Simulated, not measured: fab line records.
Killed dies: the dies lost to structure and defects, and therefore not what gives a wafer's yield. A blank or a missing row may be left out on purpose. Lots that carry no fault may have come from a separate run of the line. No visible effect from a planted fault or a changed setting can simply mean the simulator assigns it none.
Which of the tools did it? + flow sky130 + 36 wafers sampled from 12 lots at 1 step of a route of 708

WHAT EACH GAUGE READ, for each wafer
SKY_VIA1_RS_MEAS_22: the measuring method here is four-point-probe.
| lot  | measured     | on            | VIA1_W_RS (ohm/sq) |
|------|--------------|---------------|--------------------|
| L075 | day 34 11:14 | film_metro-02 | 0.431 0.425 0.422  |
| L077 | day 34 22:59 | film_metro-02 | 0.423 0.421 0.421  |
| L079 | day 35 16:25 | film_metro-01 | 0.419 0.419 0.420  |
| L081 | day 36 11:27 | film_metro-04 | 0.428 0.421 0.430  |
| L083 | day 37 08:07 | film_metro-01 | 0.428 0.430 0.423  |
| L085 | day 37 15:38 | film_metro-02 | 0.419 0.427 0.416  |
| L087 | day 38 01:08 | film_metro-04 | 0.426 0.430 0.425  |
| L089 | day 39 06:05 | film_metro-04 | 0.433 0.425 0.423  |
| L091 | day 39 12:44 | film_metro-02 | 0.422 0.423 0.423  |
| L093 | day 39 23:08 | film_metro-04 | 0.423 0.420 0.423  |
| L095 | day 40 09:40 | film_metro-04 | 0.425 0.426 0.426  |
| L097 | day 40 19:46 | film_metro-04 | 0.427 0.427 0.429  |

WHAT TOOL EACH LOT RAN ON (gives the tool, then ch and the chambers of the sampled wafers, and finally the start)
Before these readings, the record contains no process step.

THE ANSWER, worked out from the rows above alone
Rule: the usual values come from the lots themselves. Put in order of their means at a reading, lots are off if they are a third of the lots or fewer, leave a main group of 4 or more, and stand apart from it by a gap of 3 or more times the standard deviation of the main group's means; of several such gaps the widest counts. Not used: any main group whose means are identical at the precision the tables above print for the reading. Also off: a lot with no number at a reading for which 4 or more lots have one. All remaining lots with rows at the step are treated as sound.
No lot is off at any reading shown: from this, nothing can be told.

WHAT THE SIMULATOR HAD INSERTED
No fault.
